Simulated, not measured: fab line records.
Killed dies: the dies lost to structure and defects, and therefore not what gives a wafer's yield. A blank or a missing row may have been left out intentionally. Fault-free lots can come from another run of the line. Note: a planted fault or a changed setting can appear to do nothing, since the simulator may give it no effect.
fab line records | flow gf180mcu
record lots=6 | wafers=18 | last-day=34
route steps=602 shown PSD@252 NSD@262 SAB@264 SALICIDE@278
lots that met no fault: taken from a fault-free run of the same line
start-h: hours from the record's first day to the start of the lot's first wafer shown | wait-h: how many hours have passed since the lot's step before this one | " unchanged from the row above | L1.1+2: a row that stands for several wafers | - either no value or no given start | * or withheld: withheld | < > ~ a bound
route shown NAME@n: a module of which the file shows steps, and the number in the route of the first | usual: mean/standard deviation taken from wafers without a fault | same: alike in all rows | chamber/n: place in a boat | sites: the reading at each site | _std_site: the values' standard deviation | _edge_site: mean of outer sites minus mean of inner sites | radius-mm: how far each site lies from the wafer's centre | mask NAME#n: copy n | behind: the tool/chamber that last shaped the wafer | hold: the reason the lot was held/the length of the hold in hours/how it ended | device: which transistor (n, p or np) failed to switch | end of line: the same wafers' tests at the end of the route | where a step has no rows: the recipe by itself | killed: dies that structure and defects cost at the first sort, which is not the same as the wafer's yield | map: a wafer's dies, marking killed ones x, the rest . and places with no die _
set.NAME: the setting that was run; set.NAME@STEP: the one run at that earlier step | model.NAME: the simulator's own value behind a step, which no gauge read
certain route steps with their lots: each step a table, each wafer a row
services: a tool's chamber out of use, with start hour (start-h, from the record's first day; less than 0 if before it), hours out, and reason
## steps
# step GF_PSD_EXPOSE_04
# recipe mask-id=Pplus | target-cd-nm=400 | na=0.6 | source-shape=conventional | sigma-outer=0.6 | dose-mj=140
# step GF_PSD_PEB_05
# recipe temp-c=withheld | time-s=* | resist=NOVOLAK
# step GF_PSD_DEVELOP_06
# recipe develop-time-s=60 | dev-temp-c=23
# step GF_PSD_CD_MEAS_07
# recipe target-cd-nm=400
# usual cd-nm=400.2/2.5
lot.wafer | tool      | chamber | start-h | wait-h | cd-nm
L492.1    | cd-sem-02 | -       | 326.74  | 0.1    | 401.8
L492.2    | "         | -       | "       | "      | 400.8
L492.5    | "         | -       | "       | "      | 402.9
L500.2    | cd-sem-01 | -       | 394.10  | 0.1    | 397.5
L500.3    | "         | -       | "       | "      | 398.1
L500.4    | "         | -       | "       | "      | 397.7
L501.2    | cd-sem-01 | -       | 403.16  | 0.1    | 398.3
L501.3    | "         | -       | "       | "      | 397.2
L501.6    | "         | -       | "       | "      | 396.1
L504.2    | cd-sem-01 | -       | 422.86  | 0.1    | 397.3
L504.5    | "         | -       | "       | "      | 397.6
L504.6    | "         | -       | "       | "      | 397.6
L508.1    | cd-sem-02 | -       | 459.39  | 0.1    | 403.0
L508.2    | "         | -       | "       | "      | 402.7
L508.5    | "         | -       | "       | "      | 403.6
L513.1    | cd-sem-01 | -       | 496.94  | 0.1    | 396.9
L513.4    | "         | -       | "       | "      | 398.2
L513.6    | "         | -       | "       | "      | 400.1
# step GF_PSD_OVL_MEAS_08
# usual PSD_OVL=-0.1/1.7
lot.wafer | tool       | chamber | start-h | wait-h | PSD_OVL[nm]
L492.1    | overlay-02 | -       | 326.86  | 0.1    | 1.4
L492.2    | "          | -       | "       | "      | 0.9
L492.5    | "          | -       | "       | "      | 0.5
L500.2    | overlay-02 | -       | 394.21  | 0.1    | 1.8
L500.3    | "          | -       | "       | "      | 0.7
L500.4    | "          | -       | "       | "      | 1.7
L501.2    | overlay-02 | -       | 403.26  | 0.1    | -0.4
L501.3    | "          | -       | "       | "      | -1.8
L501.6    | "          | -       | "       | "      | -1.9
L504.2    | overlay-01 | -       | 422.96  | 0.1    | 1.6
L504.5    | "          | -       | "       | "      | 2.0
L504.6    | "          | -       | "       | "      | 1.2
L508.1    | overlay-02 | -       | 459.51  | 0.1    | -0.3
L508.2    | "          | -       | "       | "      | -0.1
L508.5    | "          | -       | "       | "      | 0.5
L513.1    | overlay-02 | -       | 497.06  | 0.1    | 3.9
L513.4    | "          | -       | "       | "      | 0.5
L513.6    | "          | -       | "       | "      | -1.1
# step GF_PSD_IMPLANT_09
# recipe species=BF2 | energy-kev=40 | dose-cm2=1.5e+15 | tilt-deg=7
# step GF_PSD_STRIP_10
# recipe chemistry=O2/N2 | power-w=1400 | pressure-mtorr=1500 | platen-temp-c=250 | o2-flow-sccm=3000 | n2-flow-sccm=300 | overash-fraction=0.5
# usual drypump-motor-current-A=5.8/0.36 | heater-power-w=358/29 | oes-product-au=0.591/0.0046 | strip-time-to-endpoint-s=16.51/0.034
lot.wafer | tool            | chamber | start-h | wait-h | drypump-motor-current-A | heater-power-w | oes-product-au | rf-hours-counter-h | strip-time-to-endpoint-s
L492.1    | plasma-asher-03 | 1       | 327.05  | 0.1    | 6.0                     | 403            | 0.592          | 22                 | 16.54
L492.2    | "               | 0       | "       | "      | 6.2                     | 339            | 0.592          | 22                 | 16.57
L492.5    | "               | 0       | "       | "      | 6.1                     | 341            | 0.593          | -                  | 16.52
L500.2    | plasma-asher-03 | 0       | 394.39  | 0.1    | 6.2                     | 339            | 0.584          | 29                 | 16.44
L500.3    | "               | 1       | "       | "      | 5.9                     | 406            | 0.597          | -                  | 16.45
L500.4    | "               | 0       | "       | "      | 6.1                     | 341            | 0.595          | -                  | 16.46
L501.2    | plasma-asher-03 | 0       | 403.44  | 0.1    | 6.2                     | 343            | 0.580          | 30                 | 16.58
L501.3    | "               | 1       | "       | "      | 5.9                     | 424            | 0.594          | -                  | 16.55
L501.6    | "               | 1       | "       | "      | 6.0                     | 409            | 0.582          | -                  | 16.57
L504.2    | plasma-asher-03 | 1       | 423.14  | 0.1    | 5.9                     | 408            | 0.590          | 32                 | 16.49
L504.5    | "               | 0       | "       | "      | 6.2                     | 330            | 0.589          | -                  | 16.51
L504.6    | "               | 1       | "       | "      | 5.9                     | 416            | 0.591          | -                  | 16.52
L508.1    | plasma-asher-04 | 1       | 459.83  | 0.1    | 5.8                     | 390            | 0.591          | 3                  | 16.43
L508.2    | "               | 0       | "       | "      | 4.9                     | 337            | 0.597          | 3                  | 16.48
L508.5    | "               | 1       | "       | "      | 5.8                     | 391            | 0.596          | -                  | 16.48
L513.1    | plasma-asher-02 | 0       | 497.24  | 0.1    | 6.0                     | 358            | 0.591          | 67                 | 16.53
L513.4    | "               | 1       | "       | "      | 5.6                     | 335            | 0.592          | -                  | 16.52
L513.6    | "               | 1       | "       | "      | 5.6                     | 334            | 0.599          | -                  | 16.51
# step GF_PSD_TW_MEAS_11
# usual PSD_TW=3178/37
lot.wafer | tool          | chamber | start-h | wait-h | PSD_TW
L492.1    | film-metro-04 | -       | 327.15  | 0.1    | 3229
L492.2    | "             | -       | "       | "      | 3232
L492.5    | "             | -       | "       | "      | 3224
L500.2    | film-metro-01 | -       | 394.50  | 0.1    | 3169
L500.3    | "             | -       | "       | "      | 3163
L500.4    | "             | -       | "       | "      | 3186
L501.2    | film-metro-04 | -       | 403.55  | 0.1    | 3233
L501.3    | "             | -       | "       | "      | 3232
L501.6    | "             | -       | "       | "      | 3235
L504.2    | film-metro-01 | -       | 423.25  | 0.1    | 3215
L504.5    | "             | -       | "       | "      | 3186
L504.6    | "             | -       | "       | "      | 3182
L508.1    | film-metro-04 | -       | 459.93  | 0.1    | 3220
L508.2    | "             | -       | "       | "      | 3232
L508.5    | "             | -       | "       | "      | 3240
L513.1    | film-metro-04 | -       | 497.34  | 0.1    | 3215
L513.4    | "             | -       | "       | "      | 3215
L513.6    | "             | -       | "       | "      | 3220
# step GF_PSD_CLEAN_12
# recipe chemistry=SC1/SC2 | mix=1:4:20 | temp-c=70 | time-s=150 | dry=n2-spin
# step GF_PSD_RTA_13
# recipe temp-c=1025 | time-s=20 | ambient=N2
# usual lamp-power-pct=37.5/1 | wafer_temp_C_max=1030.6/1.2
lot.wafer | tool          | chamber | start-h | wait-h | lamp-power-pct | wafer_temp_C_max
L492.1    | rtp-anneal-01 | 0       | 327.26  | 0.0    | 38.6           | 1030.5
L492.2    | "             | 0       | "       | "      | 38.6           | 1032.7
L492.5    | "             | 0       | "       | "      | 38.5           | 1032.3
L500.2    | rtp-anneal-01 | 0       | 394.63  | 0.0    | 38.5           | 1030.5
L500.3    | "             | 0       | "       | "      | 38.5           | 1030.3
L500.4    | "             | 0       | "       | "      | 38.6           | 1029.9
L501.2    | rtp-anneal-02 | 0       | 403.67  | 0.0    | 36.5           | 1030.4
L501.3    | "             | 0       | "       | "      | 36.5           | 1031.4
L501.6    | "             | 0       | "       | "      | 36.5           | 1031.7
L504.2    | rtp-anneal-02 | 0       | 423.37  | 0.0    | 36.5           | 1030.0
L504.5    | "             | 0       | "       | "      | 36.4           | 1030.4
L504.6    | "             | 0       | "       | "      | 36.5           | 1030.1
L508.1    | rtp-anneal-02 | 0       | 460.04  | 0.0    | 36.4           | 1030.7
L508.2    | "             | 0       | "       | "      | 36.5           | 1030.8
L508.5    | "             | 0       | "       | "      | 36.5           | 1030.0
L513.1    | rtp-anneal-01 | 0       | 497.45  | 0.0    | 38.5           | 1028.9
L513.4    | "             | 0       | "       | "      | 38.5           | 1029.5
L513.6    | "             | 0       | "       | "      | 38.5           | 1032.3
# step GF_PSD_RS_MEAS_14
# recipe thk-meas-gauge=four-point-probe
# usual NSD_RS=46.22/0.086
lot.wafer | tool          | chamber | start-h | wait-h | NSD_RS[ohm/sq]
L492.1    | film-metro-03 | -       | 327.34  | 0.1    | 46.32
L492.2    | "             | -       | "       | "      | 46.40
L492.5    | "             | -       | "       | "      | 46.21
L500.2    | film-metro-01 | -       | 394.72  | 0.1    | 46.15
L500.3    | "             | -       | "       | "      | 46.18
L500.4    | "             | -       | "       | "      | 46.32
L501.2    | film-metro-03 | -       | 403.76  | 0.1    | 46.29
L501.3    | "             | -       | "       | "      | 46.37
L501.6    | "             | -       | "       | "      | 46.35
L504.2    | film-metro-03 | -       | 423.46  | 0.1    | 46.28
L504.5    | "             | -       | "       | "      | 46.29
L504.6    | "             | -       | "       | "      | 46.29
L508.1    | film-metro-01 | -       | 460.12  | 0.1    | 46.08
L508.2    | "             | -       | "       | "      | 46.29
L508.5    | "             | -       | "       | "      | 46.16
L513.1    | film-metro-01 | -       | 497.54  | 0.1    | 46.06
L513.4    | "             | -       | "       | "      | 46.08
L513.6    | "             | -       | "       | "      | 46.24
# step GF_PSD_RS_MEAS_15
# recipe thk-meas-gauge=four-point-probe
# usual PSD_RS=108.81/0.26
lot.wafer | tool          | chamber | start-h | wait-h | PSD_RS[ohm/sq]
L492.1    | film-metro-03 | -       | 327.46  | 0.1    | 109.19
L492.2    | "             | -       | "       | "      | 109.21
L492.5    | "             | -       | "       | "      | 108.71
L500.2    | film-metro-01 | -       | 394.84  | 0.1    | 109.15
L500.3    | "             | -       | "       | "      | 108.93
L500.4    | "             | -       | "       | "      | 109.17
L501.2    | film-metro-03 | -       | 403.88  | 0.1    | 109.12
L501.3    | "             | -       | "       | "      | 109.03
L501.6    | "             | -       | "       | "      | 108.76
L504.2    | film-metro-03 | -       | 423.58  | 0.1    | 108.59
L504.5    | "             | -       | "       | "      | 108.90
L504.6    | "             | -       | "       | "      | 109.04
L508.1    | film-metro-01 | -       | 460.24  | 0.1    | 108.97
L508.2    | "             | -       | "       | "      | 109.01
L508.5    | "             | -       | "       | "      | 108.60
L513.1    | film-metro-01 | -       | 497.66  | 0.1    | 108.50
L513.4    | "             | -       | "       | "      | 108.31
L513.6    | "             | -       | "       | "      | 108.52
# step GF_SAB_CVD_00
# recipe material=SiO2 | target-thk-nm=50 | precursor=TEOS | temp-c=400 | time-s=4.9302 | rf-w=600
# usual heater-power-w=610/83
lot.wafer | tool     | chamber | start-h | wait-h | heater-power-w | model.SiO2_of_SAB_CVD_00.thk-nm
L492.1    | pecvd-01 | 2       | 327.58  | 0.1    | 543            | 49.76
L492.2    | "        | 1       | "       | "      | 561            | 49.98
L492.5    | "        | 0       | "       | "      | 612            | 51.15
L500.2    | pecvd-02 | 1       | 394.94  | 0.1    | 678            | 49.26
L500.3    | "        | 2       | "       | "      | 700            | 49.95
L500.4    | "        | 0       | "       | "      | 716            | 58.65
L501.2    | pecvd-02 | 0       | 403.98  | 0.1    | 638            | 58.88
L501.3    | "        | 1       | "       | "      | 582            | 50.11
L501.6    | "        | 1       | "       | "      | 588            | 50.34
L504.2    | pecvd-01 | 0       | 423.68  | 0.1    | 585            | 49.51
L504.5    | "        | 1       | "       | "      | 547            | 50.16
L504.6    | "        | 2       | "       | "      | 546            | 50.22
L508.1    | pecvd-01 | 1       | 460.36  | 0.1    | 484            | 49.67
L508.2    | "        | 2       | "       | "      | 521            | 49.15
L508.5    | "        | 0       | "       | "      | 588            | 50.28
L513.1    | pecvd-02 | 1       | 497.78  | 0.1    | 605            | 49.88
L513.4    | "        | 2       | "       | "      | 641            | 51.31
L513.6    | "        | 1       | "       | "      | 629            | 50.71
# step GF_SAB_THK_MEAS_01
# recipe reads=SiO2_of_SAB_CVD_00
# usual SAB_CVD_00_THK=50.1/0.63
lot.wafer | tool          | chamber | start-h | wait-h | hold                     | SAB_CVD_00_THK[nm]
L492.1    | film-metro-02 | -       | 327.65  | 0.1    | -                        | 49.8
L492.2    | "             | -       | "       | "      | -                        | 50.0
L492.5    | "             | -       | "       | "      | -                        | 51.2
L500.2    | film-metro-02 | -       | 394.97  | 0.0    | await-dispo/0.2h/release | 49.3
L500.3    | "             | -       | "       | "      | await-dispo/0.2h/release | 49.9
L500.4    | "             | -       | "       | "      | await-dispo/0.2h/release | 58.6
L500.2    | film-metro-02 | -       | 395.29  | 0.3    | -                        | 49.3
L500.3    | "             | -       | "       | "      | -                        | 50.0
L500.4    | "             | -       | "       | "      | -                        | 58.6
L501.2    | film-metro-04 | -       | 404.01  | 0.0    | await-dispo/0.2h/release | 58.9
L501.3    | "             | -       | "       | "      | await-dispo/0.2h/release | 50.1
L501.6    | "             | -       | "       | "      | await-dispo/0.2h/release | 50.3
L501.2    | film-metro-04 | -       | 404.33  | 0.3    | -                        | 58.9
L501.3    | "             | -       | "       | "      | -                        | 50.1
L501.6    | "             | -       | "       | "      | -                        | 50.4
L504.2    | film-metro-01 | -       | 423.71  | 0.0    | -                        | 49.5
L504.5    | "             | -       | "       | "      | -                        | 50.2
L504.6    | "             | -       | "       | "      | -                        | 50.3
L508.1    | film-metro-02 | -       | 460.38  | 0.0    | -                        | 49.7
L508.2    | "             | -       | "       | "      | -                        | 49.2
L508.5    | "             | -       | "       | "      | -                        | 50.2
L513.1    | film-metro-02 | -       | 497.80  | 0.0    | -                        | 49.9
L513.4    | "             | -       | "       | "      | -                        | 51.3
L513.6    | "             | -       | "       | "      | -                        | 50.7
# step GF_SAB_HMDS_03
# recipe prime-time-s=60 | prime-temp-c=120
# step GF_SAB_COAT_04
# recipe resist=NOVOLAK | spin-rpm=3000 | resist-thk-nm=1000
# step GF_SAB_SOFTBAKE_05
# recipe temp-c=90 | time-s=60 | resist=NOVOLAK
# step GF_SAB_EXPOSE_06
# recipe mask-id=SAB | target-cd-nm=420 | na=0.6 | source-shape=conventional | sigma-outer=0.6 | dose-mj=140
# step GF_SAB_PEB_07
# recipe temp-c=withheld | time-s=* | resist=NOVOLAK
# step GF_SAB_DEVELOP_08
# recipe develop-time-s=60 | dev-temp-c=23
# step GF_SAB_CD_MEAS_09
# recipe target-cd-nm=420
# usual cd-nm=420.0/2.7
lot.wafer | tool      | chamber | start-h | wait-h | cd-nm
L492.1    | cd-sem-01 | -       | 348.66  | 0.1    | 416.6
L492.2    | "         | -       | "       | "      | 419.9
L492.5    | "         | -       | "       | "      | 416.5
L500.2    | cd-sem-01 | -       | 417.82  | 0.1    | 423.6
L500.3    | "         | -       | "       | "      | 420.7
L500.4    | "         | -       | "       | "      | 420.0
L501.2    | cd-sem-01 | -       | 427.87  | 0.1    | 418.7
L501.3    | "         | -       | "       | "      | 418.9
L501.6    | "         | -       | "       | "      | 418.9
L504.2    | cd-sem-01 | -       | 447.65  | 0.1    | 421.2
L504.5    | "         | -       | "       | "      | 418.6
L504.6    | "         | -       | "       | "      | 419.7
L508.1    | cd-sem-01 | -       | 484.19  | 0.1    | 422.0
L508.2    | "         | -       | "       | "      | 420.8
L508.5    | "         | -       | "       | "      | 420.3
L513.1    | cd-sem-01 | -       | 520.72  | 0.1    | 417.7
L513.4    | "         | -       | "       | "      | 415.7
L513.6    | "         | -       | "       | "      | 416.0
# step GF_SAB_OVL_MEAS_10
# usual SAB_OVL=-0.5/1.4
lot.wafer | tool       | chamber | start-h | wait-h | SAB_OVL[nm]
L492.1    | overlay-02 | -       | 348.78  | 0.1    | -0.5
L492.2    | "          | -       | "       | "      | 0.1
L492.5    | "          | -       | "       | "      | 1.2
L500.2    | overlay-02 | -       | 417.93  | 0.1    | -0.9
L500.3    | "          | -       | "       | "      | -1.0
L500.4    | "          | -       | "       | "      | -0.9
L501.2    | overlay-01 | -       | 427.98  | 0.1    | -0.1
L501.3    | "          | -       | "       | "      | -0.6
L501.6    | "          | -       | "       | "      | -0.8
L504.2    | overlay-01 | -       | 447.75  | 0.1    | -0.9
L504.5    | "          | -       | "       | "      | -2.6
L504.6    | "          | -       | "       | "      | -0.4
L508.1    | overlay-01 | -       | 484.31  | 0.1    | -2.4
L508.2    | "          | -       | "       | "      | -0.3
L508.5    | "          | -       | "       | "      | -0.9
L513.1    | overlay-01 | -       | 520.84  | 0.1    | -1.5
L513.4    | "          | -       | "       | "      | -0.3
L513.6    | "          | -       | "       | "      | -0.8
# step GF_SAB_ETCH_11
# recipe chemistry=C4F8/O2/Ar | mask-material=NOVOLAK | target=SiO2 | target-depth-nm=55 | source-w=1500 | bias-w=1200 | pressure-mtorr=40 | c4f8-flow-sccm=withheld | O2_flow_sccm=6 | Ar_flow_sccm=300 | time-s=8.5
# usual bias-w=1200/3.4 | oes-product-au=1.001/0.0091
lot.wafer | tool        | chamber | start-h | wait-h | bias-w | oes-product-au | rf-hours-counter-h
L492.1    | rie-diel-04 | 3       | 348.81  | 0.0    | 1200   | 1.001          | 82
L492.2    | "           | 2       | "       | "      | 1209   | 1.005          | 24
L492.5    | "           | 0       | "       | "      | 1201   | 1.003          | -
L500.2    | rie-diel-04 | 3       | 417.96  | 0.0    | 1190   | 0.993          | 84
L500.3    | "           | 2       | "       | "      | 1201   | 0.997          | 26
L500.4    | "           | 1       | "       | "      | 1200   | 0.987          | -
L501.2    | rie-diel-02 | 0       | 428.01  | 0.0    | 1199   | 0.984          | 48
L501.3    | "           | 1       | "       | "      | 1199   | 1.017          | 75
L501.6    | "           | 0       | "       | "      | 1199   | 0.997          | -
L504.2    | rie-diel-01 | 2       | 447.78  | 0.0    | 1200   | 1.007          | 27
L504.5    | "           | 2       | "       | "      | 1202   | 0.991          | -
L504.6    | "           | 3       | "       | "      | 1197   | 1.014          | -
L508.1    | rie-diel-04 | 3       | 484.34  | 0.0    | 1202   | 0.985          | 86
L508.2    | "           | 0       | "       | "      | 1202   | 1.009          | 19
L508.5    | "           | 0       | "       | "      | 1203   | 0.996          | -
L513.1    | rie-diel-01 | 0       | 520.88  | 0.0    | 1198   | 0.979          | 60
L513.4    | "           | 1       | "       | "      | 1197   | 0.995          | 23
L513.6    | "           | 3       | "       | "      | 1194   | 1.001          | -
# step GF_SAB_WET_ETCH_12
# recipe chemistry=dHF | target-depth-nm=22 | dry=n2-spin | target=SiO2 | temp-c=25 | dilution=100:1 | time-s=440
# step GF_SAB_STRIP_13
# recipe chemistry=O2/N2 | power-w=1400 | pressure-mtorr=1500 | platen-temp-c=250 | o2-flow-sccm=3000 | n2-flow-sccm=300 | overash-fraction=0.5
# usual drypump-motor-current-A=5.6/0.33 | heater-power-w=351/28 | oes-product-au=0.710/0.0045 | strip-time-to-endpoint-s=12.60/0.035
lot.wafer | tool            | chamber | start-h | wait-h | drypump-motor-current-A | heater-power-w | oes-product-au | rf-hours-counter-h | strip-time-to-endpoint-s
L492.1    | plasma-asher-01 | 1       | 348.96  | 0.0    | 5.6                     | 392            | 0.713          | 73                 | 12.61
L492.2    | "               | 0       | "       | "      | 5.8                     | 318            | 0.717          | 73                 | 12.61
L492.5    | "               | 1       | "       | "      | 5.6                     | 387            | 0.711          | -                  | 12.61
L500.2    | plasma-asher-01 | 1       | 418.12  | 0.0    | 5.6                     | 384            | 0.712          | 81                 | 12.63
L500.3    | "               | 1       | "       | "      | 5.6                     | 389            | 0.708          | -                  | 12.62
L500.4    | "               | 0       | "       | "      | 5.8                     | 312            | 0.699          | -                  | 12.64
L501.2    | plasma-asher-01 | 1       | 428.17  | 0.0    | 5.6                     | 383            | 0.720          | 82                 | 12.61
L501.3    | "               | 1       | "       | "      | 5.6                     | 406            | 0.713          | -                  | 12.61
L501.6    | "               | 0       | "       | "      | 5.8                     | 317            | 0.713          | -                  | 12.62
L504.2    | plasma-asher-04 | 0       | 448.09  | 0.0    | 4.9                     | 346            | 0.714          | 2                  | 12.59
L504.5    | "               | 0       | "       | "      | 4.9                     | 331            | 0.718          | -                  | 12.66
L504.6    | "               | 1       | "       | "      | 5.8                     | 388            | 0.714          | -                  | 12.63
L508.1    | plasma-asher-01 | 0       | 484.49  | 0.0    | 5.8                     | 313            | 0.715          | 88                 | 12.56
L508.2    | "               | 1       | "       | "      | 5.6                     | 388            | 0.713          | 88                 | 12.58
L508.5    | "               | 0       | "       | "      | 5.8                     | 302            | 0.708          | -                  | 12.55
L513.1    | plasma-asher-02 | 1       | 521.19  | 0.0    | 5.6                     | 328            | 0.710          | 69                 | 12.56
L513.4    | "               | 0       | "       | "      | 6.0                     | 372            | 0.705          | -                  | 12.55
L513.6    | "               | 1       | "       | "      | 5.6                     | 337            | 0.712          | -                  | 12.52
# step GF_SALICIDE_CLEAN_00
# recipe chemistry=SC1/SC2 | mix=1:4:20 | temp-c=70 | time-s=150
# step GF_SALICIDE_WET_ETCH_01
# recipe chemistry=dHF | target-depth-nm=5 | dry=ipa-marangoni | target=SiO2 | temp-c=25 | dilution=100:1 | time-s=100
lot.wafer | tool         | chamber | start-h | wait-h | model.SiO2_of_SAB_CVD_00.thk-nm
L492.1    | wet-bench-02 | 2       | 349.12  | 0.0    | 39.12
L492.2    | "            | 2       | "       | "      | 39.27
L492.5    | "            | 2       | "       | "      | 40.48
L500.2    | wet-bench-04 | 2       | 418.27  | 0.0    | 38.39
L500.3    | "            | 2       | "       | "      | 39.08
L500.4    | "            | 2       | "       | "      | 47.77
L501.2    | wet-bench-02 | 3       | 428.32  | 0.0    | 48.17
L501.3    | "            | 3       | "       | "      | 39.4
L501.6    | "            | 3       | "       | "      | 39.63
L504.2    | wet-bench-02 | 3       | 448.24  | 0.0    | 38.83
L504.5    | "            | 3       | "       | "      | 39.47
L504.6    | "            | 3       | "       | "      | 39.57
L508.1    | wet-bench-02 | 3       | 484.64  | 0.0    | 39.01
L508.2    | "            | 3       | "       | "      | 38.49
L508.5    | "            | 3       | "       | "      | 39.67
L513.1    | wet-bench-02 | 1       | 521.34  | 0.0    | 39.27
L513.4    | "            | 1       | "       | "      | 40.69
L513.6    | "            | 1       | "       | "      | 40.11
# step GF_SALICIDE_SPUTTER_02
# recipe material=Co | target-thk-nm=10 | power-w=1000 | time-s=20 | chamber-pressure-pa=0.4
# usual throttle-valve-pct=29.7/1.4
lot.wafer | tool           | chamber | start-h | wait-h | throttle-valve-pct
L492.1    | pvd-sputter-02 | -       | 349.15  | 0.0    | 28.3
L492.2    | "              | -       | "       | "      | 29.7
L492.5    | "              | -       | "       | "      | 28.3
L500.2    | pvd-sputter-01 | -       | 418.35  | 0.0    | 31.3
L500.3    | "              | -       | "       | "      | 28.6
L500.4    | "              | -       | "       | "      | 30.1
L501.2    | pvd-sputter-02 | -       | 428.36  | 0.0    | 29.4
L501.3    | "              | -       | "       | "      | 28.2
L501.6    | "              | -       | "       | "      | 29.7
L504.2    | pvd-sputter-01 | -       | 448.28  | 0.0    | 27.4
L504.5    | "              | -       | "       | "      | 30.4
L504.6    | "              | -       | "       | "      | 31.4
L508.1    | pvd-sputter-04 | -       | 484.68  | 0.0    | 28.7
L508.2    | "              | -       | "       | "      | 29.7
L508.5    | "              | -       | "       | "      | 29.9
L513.1    | pvd-sputter-04 | -       | 521.42  | 0.0    | 32.4
L513.4    | "              | -       | "       | "      | 29.7
L513.6    | "              | -       | "       | "      | 29.8
## services
tool            | chamber | start-h | hours | kind
plasma-asher-02 | -       | 317.05  | 4.5   | repair
pvd-sputter-01  | -       | 355.83  | 1.9   | repair
pecvd-02        | -       | 368.88  | 14.0  | pm
plasma-asher-03 | -       | 384.83  | 2.1   | repair
rie-diel-01     | -       | 385.01  | 14.6  | pm
plasma-asher-02 | -       | 394.25  | 13.7  | repair
plasma-asher-04 | -       | 402.37  | 1.8   | repair
rie-diel-01     | -       | 402.74  | 0.5   | repair
rtp-anneal-01   | -       | 403.29  | 3.8   | pm
pecvd-01        | -       | 405.48  | 1.7   | repair
rie-diel-01     | 3       | 409.05  | 1.5   | repair
rie-diel-04     | -       | 415.08  | 0.1   | repair
rie-diel-04     | 0       | 416.36  | 3.0   | repair
plasma-asher-04 | -       | 421.25  | 9.0   | pm
plasma-asher-01 | -       | 422.00  | 1.8   | repair
rie-diel-04     | 1       | 431.27  | 4.9   | repair
pecvd-02        | -       | 431.51  | 6.1   | repair
pecvd-01        | -       | 439.79  | 0.5   | repair
plasma-asher-04 | -       | 445.69  | 0.6   | repair
pvd-sputter-02  | -       | 451.25  | 1.8   | repair
plasma-asher-01 | -       | 452.27  | 1.1   | repair
plasma-asher-04 | -       | 481.91  | 2.0   | repair
pecvd-01        | 2       | 512.42  | 7.7   | repair
plasma-asher-01 | -       | 520.67  | 0.7   | repair
## key
first-sign step=GF_SAB_THK_MEAS_01 | reading=visit | direction=added
effect step=GF_SAB_THK_MEAS_01 | reading=SAB_CVD_00_THK | direction=up | sigmas=14 | usual=50.1 | struck=58.8
model-effect step=GF_SAB_CVD_00 | value=SiO2_of_SAB_CVD_00.thk-nm | without=50.87 | struck=58.77
model-effect step=GF_SALICIDE_WET_ETCH_01 | value=SiO2_of_SAB_CVD_00.thk-nm | without=40.07 | struck=47.97
met-at GF_SAB_CVD_00
struck-wafers L500.4,L501.2
tester-left-out L500,L501
fault kind=process-parameter-drift | tool=pecvd-02 | chamber=0 | onset-h=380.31 | steps=GF_SAB_CVD_00 | channel=target-thk-nm | offset=7.8913 | shape=step | end-h=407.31 | acts-in=these-recipes-only | stated=50
# tester-left-out: of these lots the tester's yield and bins aren't shown, on N5 and GAA mostly nor the transistor test; their killed dies are dies lost to structure and defects alone, not to doping, threshold or leakage, so they don't give the yield
